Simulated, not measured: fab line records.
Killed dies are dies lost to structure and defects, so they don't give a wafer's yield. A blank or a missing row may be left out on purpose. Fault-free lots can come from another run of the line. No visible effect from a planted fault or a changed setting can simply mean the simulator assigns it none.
fab line records | flow sfq-line | part 1 of 2: steps 1 to 26 of 37
record lots=5 wafers=15 last-day=84
route steps=325 shown R5@225 I5@228 C5@240 M6@251
lots that met no fault: from a run of the same line without faults
start-h: start of the lot's first displayed wafer, in hours after the record's first day | wait-h: hours from the lot's prior step to this one | " identical to the entry in the row above | L1.1+2: several wafers, shown together as one row | - either no value or no given start | * or withheld: withheld | < > ~ a bound
route shown NAME@n: NAME is a module with steps in the file, n the number in the route of the first one | usual: the fault-free wafers' mean and standard deviation | same: alike in all rows | chamber/n: place in a boat | sites: each site's reading | _std_site: standard deviation of those values | _edge_site: mean of outer sites minus mean of inner sites | radius-mm: how far each site lies from the wafer's centre | mask NAME#n: copy n | behind: the tool/chamber that last shaped the wafer | hold: reason for holding the lot/hours on hold/outcome of the hold | device: the n, p or np transistor that did not switch | end of line: the tests these same wafers got at the end of their route | a step given without rows: its recipe and nothing more | killed: the dies lost at the first sort to structure and to defects; this is not the yield of the wafer | map: the dies of a wafer, with x for killed, . for not killed, _ for no die there
set.NAME: the setting the step ran with; set.NAME@STEP: the setting that earlier step ran with | model.NAME: the simulator's own value behind a step, which no gauge read
lots at selected steps of the route; one table per step, one row per wafer
services: a tool's chamber out of use, with start hour (start-h, from the record's first day; less than 0 if before it), hours out, and reason
## steps
# step SFQ_TRILAYER_R5_ETCH_METAL_ETCH_139
# recipe stop-on=SiO2 mask-material=PR chemistry=Cl2 target-depth-nm=60 icp-w=600 bias-w=82.5 pressure-mtorr=10 time-s=40
# usual drypump-motor-current-A=5.6/0.45 oes-product-au=0.994/0.005
# columns lot.wafer tool chamber start-h wait-h drypump-motor-current-A oes-product-au rf-hours-counter-h
L079.1 rie-metal-01 0 1325.52 0.0 5.9 0.994 6
L079.3 " 1 " " 5.5 0.992 -
L079.6 " 0 " " 5.9 0.995 -
L082.1 rie-metal-02 0 1356.72 0.0 4.7 0.988 12
L082.4 " 1 " " 5.4 0.984 -
L082.5 " 1 " " 5.4 1.001 -
L084.1 rie-metal-01 1 1389.89 0.0 5.5 0.994 136
L084.3 " 0 " " 5.9 0.996 -
L084.4 " 1 " " 5.5 0.993 -
L088.3 rie-metal-04 0 1422.31 0.0 6.1 0.992 -
L088.5 " 1 " " 5.6 0.996 -
L088.6 " 0 " " 6.1 0.995 -
L097.2 rie-metal-04 0 1534.89 0.0 6.1 1.001 62
L097.3 " 1 " " 5.6 0.996 -
L097.6 " 1 " " 5.7 0.992 -
# step SFQ_TRILAYER_R5_STRIP_STRIP_140
# recipe gas=O2 power-w=200 platen-temp-c=40 overash-fraction=0.65 chemistry=O2 pressure-mtorr=50
# usual drypump-motor-current-A=5.6/0.45 oes-product-au=0.999/0.0089
# columns lot.wafer tool chamber start-h wait-h drypump-motor-current-A oes-product-au rf-hours-counter-h
L079.1 rie-metal-01 0 1325.58 0.0 5.9 0.997 6
L079.3 " 1 " " 5.5 1.008 -
L079.6 " 0 " " 5.9 0.995 -
L082.1 rie-metal-02 0 1356.78 0.0 4.7 0.988 12
L082.4 " 1 " " 5.4 0.991 -
L082.5 " 1 " " 5.4 0.986 -
L084.1 rie-metal-01 1 1389.94 0.0 5.5 0.992 136
L084.3 " 0 " " 5.9 0.993 -
L084.4 " 1 " " 5.5 0.989 -
L088.3 rie-metal-04 0 1422.54 0.2 6.1 1.012 -
L088.5 " 1 " " 5.6 1.004 -
L088.6 " 0 " " 6.1 1.007 -
L097.2 rie-metal-04 0 1534.94 0.0 6.1 1.008 62
L097.3 " 1 " " 5.7 1.002 -
L097.6 " 1 " " 5.7 1.012 -
# step SFQ_TRILAYER_R5_STRIP_SOLV_CLEAN_141
# recipe chemistry=NMP temp-c=70 time-s=600
# columns lot.wafer tool chamber start-h wait-h
L079.1+3+6 wet-bench-02 4,2,7 1326.18 0.4
L082.1+4+5 wet-bench-04 7,4,3 1357.38 0.4
L084.1+3+4 wet-bench-04 2,1,7 1390.54 0.4
L088.3+5+6 wet-bench-01 7,6,4 1422.94 0.2
L097.2+3+6 wet-bench-04 0,3,4 1535.54 0.4
# step SFQ_TRILAYER_A5C_DEP_PECVD_142
# recipe material=SiO2 temp-c=150 time-s=15.556 pressure-torr=2.4 rf-w=183.3 precursor=SiH4/N2O target-thk-nm=70
# usual heater-power-outer-w=32/10 heater-power-w=89/19 throttle-valve-pct=24.2/1.1
# columns lot.wafer tool chamber start-h wait-h heater-power-outer-w heater-power-w throttle-valve-pct
L079.1 pecvd-01 1 1326.35 0.0 31 89 23.7
L079.3 " 0 " " 18 64 25.6
L079.6 " 0 " " 18 64 25.8
L082.1 pecvd-02 2 1357.55 0.0 46 109 22.4
L082.4 " 1 " " 46 120 23.6
L082.5 " 0 " " 45 121 23.3
L084.1 pecvd-02 1 1390.72 0.0 51 126 23.8
L084.3 " 0 " " 51 129 23.2
L084.4 " 1 " " 51 121 24.0
L088.3 pecvd-02 1 1423.12 0.0 45 117 23.8
L088.5 " 2 " " 34 94 22.9
L088.6 " 0 " " 46 122 23.2
L097.2 pecvd-02 2 1535.74 0.0 46 109 23.4
L097.3 " 0 " " 43 118 23.4
L097.6 " 2 " " 47 109 23.8
# step SFQ_TRILAYER_I5_LITHO_COAT_149
# recipe resist=BARC spin-rpm=3068 resist-thk-nm=62
# usual dispense-pressure-kPa=51.8/1.2
# columns lot.wafer tool chamber start-h wait-h dispense-pressure-kPa
L079.1 litho-track-04 0 1326.38 0.0 52.3
L079.3 " 0 " " 52.3
L079.6 " 0 " " 52.3
L082.1 litho-track-04 0 1357.58 0.0 52.3
L082.4 " 0 " " 52.3
L082.5 " 0 " " 52.3
L084.1 litho-track-03 0 1390.74 0.0 50.4
L084.3 " 0 " " 50.4
L084.4 " 0 " " 50.4
L088.3 litho-track-04 0 1423.24 0.1 52.3
L088.5 " 0 " " 52.4
L088.6 " 0 " " 52.3
L097.2 litho-track-03 0 1535.81 0.1 50.4
L097.3 " 0 " " 50.4
L097.6 " 0 " " 50.5
# step SFQ_TRILAYER_I5_LITHO_COAT_144
# recipe resist=KrF spin-rpm=3000 resist-thk-nm=650
# usual dispense-pressure-kPa=51.8/1.2
# columns lot.wafer tool chamber start-h wait-h dispense-pressure-kPa
L079.1 litho-track-04 0 1326.68 0.2 52.3
L079.3 " 0 " " 52.3
L079.6 " 0 " " 52.3
L082.1 litho-track-04 0 1357.88 0.2 52.3
L082.4 " 0 " " 52.3
L082.5 " 0 " " 52.3
L084.1 litho-track-03 0 1391.04 0.2 50.4
L084.3 " 0 " " 50.4
L084.4 " 0 " " 50.4
L088.3 litho-track-04 0 1423.54 0.2 52.4
L088.5 " 0 " " 52.3
L088.6 " 0 " " 52.3
L097.2 litho-track-03 0 1536.11 0.2 50.4
L097.3 " 0 " " 50.4
L097.6 " 0 " " 50.4
# step SFQ_TRILAYER_I5_LITHO_SOFTBAKE_148
# recipe temp-c=withheld time-s=withheld resist=KrF
# columns lot.wafer tool chamber start-h wait-h
L079.1+3+6 litho-track-04 0 1326.98 0.2
L082.1+4+5 litho-track-04 0 1358.18 0.2
L084.1+3+4 litho-track-03 0 1391.34 0.2
L088.3+5+6 litho-track-04 0 1423.79 0.2
L097.2+3+6 litho-track-03 0 1536.39 0.2
# step SFQ_TRILAYER_I5_LITHO_EXPOSE_145
# recipe mask-id=I5 na=0.6 source-shape=conventional sigma-outer=0.65 target-cd-nm=700 dose-mj=21.3
# usual focus-offset-nm=0.0/0.53
# same sigma-outer=0.65
# columns lot.wafer tool chamber start-h wait-h mask focus-offset-nm
L079.1 krf-scanner-02 0 1449.17 - I5#0 -0.4
L079.3 " 0 " " I5#0 0.1
L079.6 " 0 " " I5#0 1.1
L082.1 krf-scanner-02 0 1473.17 - I5#0 -0.1
L082.4 " 0 " " I5#0 -0.7
L082.5 " 0 " " I5#0 0.2
L084.1 krf-scanner-02 0 1504.37 - I5#0 0.2
L084.3 " 0 " " I5#0 0.3
L084.4 " 0 " " I5#0 0.3
L088.3 krf-scanner-01 0 1540.89 - I5#0 -1.2
L088.5 " 0 " " I5#0 -0.3
L088.6 " 0 " " I5#0 -0.4
L097.2 krf-scanner-02 0 1653.29 - I5#0 -0.3
L097.3 " 0 " " I5#0 -0.2
L097.6 " 0 " " I5#0 -0.1
# step SFQ_TRILAYER_I5_LITHO_PEB_147
# recipe peb-temp-c=115 peb-time-s=60 resist=KrF
# columns lot.wafer tool chamber start-h wait-h
L079.1+3+6 litho-track-02 0 1450.37 1.0
L082.1+4+5 litho-track-02 0 1474.37 1.0
L084.1+3+4 litho-track-03 0 1505.57 1.0
L088.3+5+6 litho-track-03 0 1541.74 0.7
L097.2+3+6 litho-track-03 0 1654.32 0.8
# step SFQ_TRILAYER_I5_LITHO_DEVELOP_146
# recipe time-s=60 resist=KrF
# columns lot.wafer tool chamber start-h wait-h
L079.1+3+6 litho-track-02 0 1450.52 0.1
L082.1+4+5 litho-track-02 0 1474.52 0.1
L084.1+3+4 litho-track-03 0 1505.72 0.1
L088.3+5+6 litho-track-03 0 1541.89 0.1
L097.2+3+6 litho-track-03 0 1654.47 0.1
# step SFQ_I5_OVL_MEAS_936
# usual I5_OVL=0/6.1
# columns lot.wafer tool chamber start-h wait-h I5_OVL[nm]
L079.1 overlay-02 - 1450.67 0.1 3
L079.3 " - " " 1
L079.6 " - " " 3
L082.1 overlay-02 - 1474.67 0.1 2
L082.4 " - " " 4
L082.5 " - " " 3
L084.1 overlay-02 - 1505.87 0.1 7
L084.3 " - " " 7
L084.4 " - " " 4
L088.3 overlay-01 - 1542.00 0.1 -3
L088.5 " - " " -9
L088.6 " - " " -6
L097.2 overlay-02 - 1654.60 0.1 7
L097.3 " - " " 2
L097.6 " - " " 5
# step SFQ_TRILAYER_I5_BARC_OPEN_VIA_ETCH_200
# recipe mask-material=PR chemistry=O2 target-depth-nm=125 target=BARC source-w=500 bias-w=80 pressure-mtorr=30 time-s=41.7
# usual drypump-motor-current-A=5.6/0.35 oes-product-au=0.682/0.0045
# columns lot.wafer tool chamber start-h wait-h drypump-motor-current-A oes-product-au rf-hours-counter-h
L079.1 rie-diel-03 3 1450.70 0.0 5.8 0.682 1
L079.3 " 0 " " 5.4 0.681 12
L079.6 " 1 " " 5.6 0.688 -
L082.1 rie-diel-01 0 1474.70 0.0 6.1 0.690 20
L082.4 " 1 " " 5.0 0.688 17
L082.5 " 3 " " 5.9 0.683 -
L084.1 rie-diel-02 3 1505.90 0.0 5.4 0.685 21
L084.3 " 0 " " 5.5 0.681 17
L084.4 " 1 " " 5.8 0.691 20
L088.3 rie-diel-01 0 1542.03 0.0 6.1 0.680 22
L088.5 " 0 " " 6.1 0.685 -
L088.6 " 2 " " 5.8 0.684 -
L097.2 rie-diel-02 1 1654.63 0.0 5.7 0.676 22
L097.3 " 2 " " 4.9 0.678 1
L097.6 " 2 " " 4.9 0.683 -
# step SFQ_TRILAYER_I5_ETCH_VIA_ETCH_147
# recipe stop-on=Nb mask-material=PR chemistry=CHF3 target-depth-nm=360 source-w=500 bias-w=80 pressure-mtorr=30 time-s=withheld
# usual drypump-motor-current-A=5.6/0.35 oes-product-au=0.987/0.0065
# columns lot.wafer tool chamber start-h wait-h drypump-motor-current-A oes-product-au
L079.1 rie-diel-03 3 1450.74 0.0 5.8 0.993
L079.3 " 0 " " 5.4 0.982
L079.6 " 1 " " 5.6 0.995
L082.1 rie-diel-01 0 1474.74 0.0 6.1 0.990
L082.4 " 1 " " 5.1 0.989
L082.5 " 3 " " 5.9 0.986
L084.1 rie-diel-02 3 1505.94 0.0 5.4 0.986
L084.3 " 0 " " 5.5 0.997
L084.4 " 1 " " 5.7 0.992
L088.3 rie-diel-01 0 1542.07 0.0 6.1 0.978
L088.5 " 0 " " 6.1 0.984
L088.6 " 2 " " 5.8 0.985
L097.2 rie-diel-02 1 1654.67 0.0 5.7 0.993
L097.3 " 2 " " 5.0 1.000
L097.6 " 2 " " 5.0 0.995
# step SFQ_TRILAYER_I5_STRIP_STRIP_148
# recipe gas=O2 power-w=200 platen-temp-c=40 overash-fraction=0.65 chemistry=O2 pressure-mtorr=50
# usual drypump-motor-current-A=5.4/0.38 oes-product-au=0.997/0.0076
# columns lot.wafer tool chamber start-h wait-h drypump-motor-current-A oes-product-au rf-hours-counter-h
L079.1 rie-metal-01 1 1450.89 - 5.5 0.998 2
L079.3 " 0 " " 5.9 1.008 -
L079.6 " 0 " " 5.9 0.999 -
L082.1 rie-metal-01 0 1474.89 - 5.9 1.010 28
L082.4 " 0 " " 5.9 1.004 -
L082.5 " 0 " " 5.9 1.000 -
L084.1 rie-metal-02 0 1506.09 - 4.7 0.991 38
L084.3 " 1 " " 5.4 0.994 -
L084.4 " 0 " " 4.7 0.986 -
L088.3 rie-metal-03 0 1542.42 - 5.5 1.003 -
L088.5 " 0 " " 5.5 1.003 -
L088.6 " 1 " " 5.3 0.997 -
L097.2 rie-metal-01 1 1654.82 - 5.5 0.991 27
L097.3 " 0 " " 5.9 0.986 -
L097.6 " 1 " " 5.5 0.990 -
# step SFQ_TRILAYER_I5_STRIP_SOLV_CLEAN_149
# recipe chemistry=NMP temp-c=70 time-s=600
# columns lot.wafer tool chamber start-h wait-h
L079.1+3+6 wet-bench-03 1,2,7 1451.49 0.4
L082.1+4+5 wet-bench-03 2,1,3 1475.49 0.4
L084.1+3+4 wet-bench-02 6,7,0 1506.69 0.4
L088.3+5+6 wet-bench-03 7,2,0 1542.82 0.2
L097.2+3+6 wet-bench-02 0,7,2 1655.62 0.5
# step SFQ_TRILAYER_C5_LITHO_COAT_156
# recipe resist=BARC spin-rpm=3000 resist-thk-nm=62
# usual dispense-pressure-kPa=52.1/1.3
# columns lot.wafer tool chamber start-h wait-h dispense-pressure-kPa
L079.1 litho-track-01 0 1451.67 0.0 51.6
L079.3 " 0 " " 51.6
L079.6 " 0 " " 51.6
L082.1 litho-track-02 0 1475.70 0.0 53.3
L082.4 " 0 " " 53.4
L082.5 " 0 " " 53.3
L084.1 litho-track-02 0 1506.87 0.0 53.3
L084.3 " 0 " " 53.3
L084.4 " 0 " " 53.3
L088.3 litho-track-02 0 1543.09 0.1 53.3
L088.5 " 0 " " 53.4
L088.6 " 0 " " 53.4
L097.2 litho-track-02 0 1655.84 0.1 53.4
L097.3 " 0 " " 53.4
L097.6 " 0 " " 53.4
# step SFQ_TRILAYER_C5_LITHO_COAT_151
# recipe resist=KrF spin-rpm=3000 resist-thk-nm=650
# usual dispense-pressure-kPa=52.1/1.3
# columns lot.wafer tool chamber start-h wait-h dispense-pressure-kPa
L079.1 litho-track-01 0 1451.97 0.2 51.6
L079.3 " 0 " " 51.6
L079.6 " 0 " " 51.6
L082.1 litho-track-02 0 1476.00 0.2 53.3
L082.4 " 0 " " 53.3
L082.5 " 0 " " 53.4
L084.1 litho-track-02 0 1507.17 0.2 53.3
L084.3 " 0 " " 53.3
L084.4 " 0 " " 53.3
L088.3 litho-track-02 0 1543.39 0.2 53.3
L088.5 " 0 " " 53.3
L088.6 " 0 " " 53.4
L097.2 litho-track-02 0 1656.14 0.2 53.4
L097.3 " 0 " " 53.3
L097.6 " 0 " " 53.4
# step SFQ_TRILAYER_C5_LITHO_SOFTBAKE_155
# recipe temp-c=withheld time-s=withheld resist=KrF
# columns lot.wafer tool chamber start-h wait-h
L079.1+3+6 litho-track-01 0 1452.27 0.2
L082.1+4+5 litho-track-02 0 1476.30 0.2
L084.1+3+4 litho-track-02 0 1507.47 0.2
L088.3+5+6 litho-track-02 0 1543.64 0.2
L097.2+3+6 litho-track-02 0 1656.42 0.2
# step SFQ_TRILAYER_C5_LITHO_EXPOSE_152
# recipe mask-id=C5 na=0.6 source-shape=conventional sigma-outer=0.65 target-cd-nm=500 dose-mj=21.3
# usual focus-offset-nm=-0.1/0.51
# same sigma-outer=0.65
# columns lot.wafer tool chamber start-h wait-h mask focus-offset-nm
L079.1 krf-scanner-01 0 1455.52 - C5#0 -0.1
L079.3 " 0 " " C5#0 -0.1
L079.6 " 0 " " C5#0 0.1
L082.1 krf-scanner-01 0 1480.72 - C5#0 0.5
L082.4 " 0 " " C5#0 0.9
L082.5 " 0 " " C5#0 -0.2
L084.1 krf-scanner-01 0 1509.42 - C5#0 0.3
L084.3 " 0 " " C5#0 -0.2
L084.4 " 0 " " C5#0 -0.6
L088.3 krf-scanner-02 0 1544.14 - C5#0 1.1
L088.5 " 0 " " C5#0 0.0
L088.6 " 0 " " C5#0 0.6
L097.2 krf-scanner-02 0 1746.65 - C5#0 -0.3
L097.3 " 0 " " C5#0 0.0
L097.6 " 0 " " C5#0 0.1
# step SFQ_TRILAYER_C5_LITHO_PEB_154
# recipe peb-temp-c=115 peb-time-s=60 resist=KrF
# columns lot.wafer tool chamber start-h wait-h
L079.1+3+6 litho-track-03 0 1456.72 1.0
L082.1+4+5 litho-track-02 0 1481.92 1.0
L084.1+3+4 litho-track-03 0 1510.62 1.0
L088.3+5+6 litho-track-03 0 1544.99 0.7
L097.2+3+6 litho-track-03 0 1747.67 0.8
# step SFQ_TRILAYER_C5_LITHO_DEVELOP_153
# recipe time-s=60 resist=KrF
# columns lot.wafer tool chamber start-h wait-h
L079.1+3+6 litho-track-03 0 1456.87 0.1
L082.1+4+5 litho-track-02 0 1482.07 0.1
L084.1+3+4 litho-track-03 0 1510.77 0.1
L088.3+5+6 litho-track-03 0 1545.14 0.1
L097.2+3+6 litho-track-03 0 1747.82 0.1
# step SFQ_C5_OVL_MEAS_937
# usual C5_OVL=2/5.6
# columns lot.wafer tool chamber start-h wait-h C5_OVL[nm]
L079.1 overlay-01 - 1457.02 0.1 -5
L079.3 " - " " -3
L079.6 " - " " -8
L082.1 overlay-01 - 1482.22 0.1 0
L082.4 " - " " -5
L082.5 " - " " 2
L084.1 overlay-02 - 1510.92 0.1 0
L084.3 " - " " -2
L084.4 " - " " 0
L088.3 overlay-02 - 1545.25 0.1 0
L088.5 " - " " 0
L088.6 " - " " -2
L097.2 overlay-02 - 1747.96 0.1 6
L097.3 " - " " -6
L097.6 " - " " -6
# step SFQ_TRILAYER_C5_BARC_OPEN_VIA_ETCH_210
# recipe mask-material=PR chemistry=O2 target-depth-nm=125 target=BARC source-w=500 bias-w=80 pressure-mtorr=30 time-s=41.7
# usual drypump-motor-current-A=5.6/0.33 oes-product-au=0.685/0.0045
# columns lot.wafer tool chamber start-h wait-h drypump-motor-current-A oes-product-au rf-hours-counter-h
L079.1 rie-diel-02 3 1457.05 0.0 5.4 0.691 20
L079.3 " 1 " " 5.7 0.685 19
L079.6 " 1 " " 5.7 0.684 -
L082.1 rie-diel-02 3 1482.25 0.0 5.4 0.680 20
L082.4 " 0 " " 5.5 0.690 16
L082.5 " 3 " " 5.4 0.678 -
L084.1 rie-diel-04 2 1510.96 0.0 5.8 0.681 17
L084.3 " 3 " " 5.8 0.686 13
L084.4 " 0 " " 5.7 0.689 -
L088.3 rie-diel-02 1 1545.28 0.0 5.7 0.691 21
L088.5 " 3 " " 5.4 0.680 -
L088.6 " 2 " " 4.9 0.693 -
L097.2 rie-diel-02 0 1747.99 0.0 5.5 0.685 20
L097.3 " 3 " " 5.3 0.688 1
L097.6 " 2 " " 4.9 0.686 -
# step SFQ_TRILAYER_C5_ETCH_VIA_ETCH_154
# recipe target=SiO2 mask-material=PR chemistry=CHF3 target-depth-nm=84 source-w=500 bias-w=80 pressure-mtorr=30 time-s=withheld stop-on=Nb
# usual drypump-motor-current-A=5.6/0.33 oes-product-au=0.895/0.0082
# columns lot.wafer tool chamber start-h wait-h drypump-motor-current-A oes-product-au
L079.1 rie-diel-02 3 1457.09 0.0 5.3 0.882
L079.3 " 1 " " 5.7 0.889
L079.6 " 1 " " 5.7 0.899
L082.1 rie-diel-02 3 1482.29 0.0 5.4 0.871
L082.4 " 0 " " 5.5 0.897
L082.5 " 3 " " 5.4 0.900
L084.1 rie-diel-04 2 1511.00 0.0 5.8 0.879
L084.3 " 3 " " 5.8 0.904
L084.4 " 0 " " 5.7 0.892
L088.3 rie-diel-02 1 1545.32 0.0 5.7 0.891
L088.5 " 3 " " 5.4 0.905
L088.6 " 2 " " 5.0 0.908
L097.2 rie-diel-02 0 1748.03 0.0 5.5 0.880
L097.3 " 3 " " 5.4 0.897
L097.6 " 2 " " 4.9 0.886
# step SFQ_TRILAYER_C5_STRIP_STRIP_155
# recipe gas=O2 power-w=200 platen-temp-c=40 overash-fraction=0.65 chemistry=O2 pressure-mtorr=50
# usual drypump-motor-current-A=5.4/0.43 oes-product-au=1.003/0.01
# columns lot.wafer tool chamber start-h wait-h drypump-motor-current-A oes-product-au rf-hours-counter-h
L079.1 rie-metal-03 1 1457.14 - 5.3 1.005 88
L079.3 " 1 " " 5.3 0.996 -
L079.6 " 1 " " 5.3 1.002 -
L082.1 rie-metal-04 0 1482.34 - 6.1 1.007 55
L082.4 " 1 " " 5.6 1.007 -
L082.5 " 0 " " 6.1 1.001 -
L084.1 rie-metal-04 0 1511.04 - 6.1 1.000 60
L084.3 " 1 " " 5.7 1.018 -
L084.4 " 0 " " 6.1 1.009 -
L088.3 rie-metal-02 1 1545.56 - 5.4 0.992 -
L088.5 " 1 " " 5.4 0.992 -
L088.6 " 0 " " 4.7 0.995 -
L097.2 rie-metal-02 0 1748.07 - 4.7 1.009 66
L097.3 " 0 " " 4.7 1.001 -
L097.6 " 0 " " 4.7 1.012 -
# step SFQ_TRILAYER_C5_STRIP_SOLV_CLEAN_156
# recipe chemistry=NMP temp-c=70 time-s=600
# columns lot.wafer tool chamber start-h wait-h
L079.1+3+6 wet-bench-03 4,2,7 1457.74 0.4
L082.1+4+5 wet-bench-01 7,0,3 1482.94 0.4
L084.1+3+4 wet-bench-01 2,5,4 1511.64 0.4
L088.3+5+6 wet-bench-04 0,1,7 1545.96 0.2
L097.2+3+6 wet-bench-04 6,4,3 1748.67 0.4
